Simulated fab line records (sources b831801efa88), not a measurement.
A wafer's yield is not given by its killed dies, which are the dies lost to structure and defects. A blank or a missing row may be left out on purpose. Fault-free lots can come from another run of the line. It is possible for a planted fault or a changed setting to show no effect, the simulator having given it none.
Struck lot and sound lot, side by side -- flow sky130 -- 43 steps out of a route of 708
Sound: the wafers L124.3, L124.5, L124.6. The struck wafers were L115.2, L115.3, L115.5. The cause is given at the end.
Per side, at each step with rows, come the tool, then ch with its chambers, and then its first start. Under that, the readings that differ: sound wafers -- struck wafers -- difference of the means -- sigmas: that difference in standard deviations of wafers without a fault.
alike: a reading whose means differ by less than 2 such deviations, as well as words and numbers matching on both sides. not compared: withheld readings; readings where some wafer has no value; bounds like >300 that might hide an equal value; numbers whose values overlap and for which the record gives no deviation.
Wherever a step has rows on one side only, a row that says differs or no value, or a row with sigmas, the two part there. Numbers that have no deviation but don't overlap get no sigmas and don't part them. Lack of a reading on every wafer of one side parts them only where that side has two or more wafers.

first, 3 steps without rows for these wafers: SKY_CONTACT_EXPOSE_11 (exposes mask CTM1, target cd 170 nm); SKY_CONTACT_PEB_12; SKY_CONTACT_DEVELOP_13 (develop time 60 s).
SKY_CONTACT_CD_MEAS_14: target cd 170 nm.
  sound on cd sem-01, day 36 19:56; struck on cd sem-02, day 34 03:13
  alike: cd nm
SKY_CONTACT_OVL_MEAS_15:
  sound on overlay-01, day 36 20:01; struck on overlay-02, day 34 03:19
reading,sound,struck,difference,sigmas
CONTACT_OVL (nm),8 14 12,-6 -6 -1,-16,-3
then, 1 step without rows for these wafers: SKY_CONTACT_ETCH_16 (etches BARC in N2/H2, stops on SiO2, time 45.9 s, target depth 60 nm).
SKY_CONTACT_ETCH_17: etches SiO2 in C4F8/O2/Ar, stops on Si3N4, target depth 340 nm.
  sound on rie diel-03 ch 0,1, day 36 20:05; struck on rie diel-03 ch 0,1,2, day 34 03:23
  alike: oes product au
then, 1 step without rows for these wafers: SKY_CONTACT_ETCH_18 (etches Si3N4 in CHF3/O2, stops on TiN, time 39 s, target depth 75 nm).
SKY_CONTACT_STRIP_19: strips in O2/N2.
  sound on plasma asher-01 ch 0,1, day 36 20:13; struck on plasma asher-04 ch 0,1, day 34 03:29
  alike: drypump motor current A, oes product au, strip time to endpoint s
  not compared: rf hours counter h
then, 3 steps without rows for these wafers: SKY_CONTACT_STRIP_20 (strips in post etch residue remover, time 1200 s); SKY_CONTACT_CLEAN_21 (cleans in IPA, time 180 s); SKY_CONTACT_CLEAN_22 (cleans in O3/DIW).
SKY_CONTACT_SPUTTER_23: material TiN, target thk 20 nm, time 80 s.
  sound on pvd sputter-04, day 36 20:48; struck on pvd sputter-01, day 34 04:05
  alike: throttle valve pct
then, 1 step without rows for these wafers: SKY_CONTACT_CVD_24 (deposits W, target thk 340 nm, time 102.12 s).
SKY_CONTACT_RS_MEAS_25: measurement is done with a four-point probe.
  sound on film metro-04, day 36 21:01; struck on film metro-03, day 34 04:17
  alike: CONTACT_W_RS
SKY_CONTACT_THK_MEAS_26: measures by xrf.
  sound on film metro-04, day 36 21:07; struck on film metro-03, day 34 04:23
  alike: CONTACT_W_THK
then, 5 steps without rows for these wafers: SKY_CONTACT_CMP_27 (polishes, stops on SiO2, t overpolish 15 s, target thk 0 nm); SKY_METAL1_SPUTTER_00 (material Ti, target thk 15 nm, time 10 s); SKY_METAL1_SPUTTER_01 (material TiN, target thk 20 nm, time 16.7 s); SKY_METAL1_SPUTTER_02 (material AlCu, target thk 250 nm, time 13.3 s); SKY_METAL1_SPUTTER_03 (material Ti, target thk 5 nm, time 3.3 s).
SKY_METAL1_SPUTTER_04: material TiN, target thk 70 nm, time 58.3 s.
  sound on pvd sputter-02, day 36 21:33; struck on pvd sputter-04, day 34 04:50
  alike: throttle valve pct
SKY_METAL1_RS_MEAS_05: measurement is done with a four-point probe.
  sound on film metro-01, day 36 21:38; struck on film metro-02, day 34 04:54
reading,sound,struck,difference,sigmas
METAL1_ALCU_RS (ohm/sq),0.1245 0.1249 0.1254,0.1311 0.1292 0.1292,+0.0049,+2
SKY_METAL1_THK_MEAS_06: measures by xrf.
  sound on film metro-01, day 36 21:44; struck on film metro-02, day 34 05:01
reading,sound,struck,difference,sigmas
METAL1_ALCU_THK (nm),256 254 253,239 243 245,-12,-3
then, 8 steps without rows for these wafers: SKY_METAL1_DEHYDRATE_07 (time 60 s); SKY_METAL1_HMDS_08 (prime time 60 s); SKY_METAL1_COAT_09 (resist thk 60 nm); SKY_METAL1_COAT_10 (resist thk 450 nm); SKY_METAL1_SOFTBAKE_11 (time 90 s); SKY_METAL1_EXPOSE_12 (exposes mask MM1, target cd 140 nm); SKY_METAL1_PEB_13; SKY_METAL1_DEVELOP_14 (develop time 60 s).
SKY_METAL1_CD_MEAS_15: target cd 140 nm.
  sound on cd sem-02, day 37 23:58; struck on cd sem-01, day 35 06:43
  alike: cd nm
SKY_METAL1_OVL_MEAS_16:
  sound on overlay-01, day 38 00:03; struck on overlay-01, day 35 06:49
  alike: METAL1_OVL
then, 1 step without rows for these wafers: SKY_METAL1_DESCUM_17 (chemistry O2, time 8 s).
SKY_METAL1_ETCH_18: etches BARC in N2/H2, stops on SiO2, time 45.9 s, target depth 60 nm.
  sound on rie metal-01 ch 1, day 38 00:11; struck on rie metal-04 ch 0,1, day 35 06:53
  alike: drypump motor current A, oes product au, throttle valve pct
  not compared: rf hours counter h
SKY_METAL1_METAL_ETCH_19: etches the open film in Cl2/BCl3, stops on SiO2, target depth 360 nm, time 78 s.
  sound on rie metal-01 ch 1, day 38 00:19; struck on rie metal-04 ch 0,1, day 35 06:56
reading,sound,struck,difference,sigmas
drypump motor current A (A),5.6 5.6 5.6,6.5 6.2 6.5,+0.8,+2
  alike: oes product au, throttle valve pct
  not compared: rf hours counter h
then, 5 steps without rows for these wafers: SKY_METAL1_STRIP_20 (strips in O2/N2); SKY_METAL1_STRIP_21 (strips in post etch residue remover, time 1200 s); SKY_METAL1_CLEAN_22 (cleans in IPA, time 180 s); SKY_METAL1_CLEAN_23 (cleans in O3/DIW); SKY_VIA1_HDPCVD_00 (deposits SiO2, target thk 1030 nm, time 171.7 s).
-- the record jumps here: 12 days lie between the struck wafers' starts before and after (it left off in module VIA1 and takes up again in module PAD_OPEN, whose first step shown is number 708 of the route) --
SKY_PAD_OPEN_PROBE_99:
  rows exist in the record for the struck wafers here (prober-01, day 47 18:53), but not for the sound ones

== WHERE THEY PART ==
Last at SKY_PAD_OPEN_PROBE_99 as far as this record goes, first at SKY_CONTACT_OVL_MEAS_15.

WHY: the cause the simulator had injected
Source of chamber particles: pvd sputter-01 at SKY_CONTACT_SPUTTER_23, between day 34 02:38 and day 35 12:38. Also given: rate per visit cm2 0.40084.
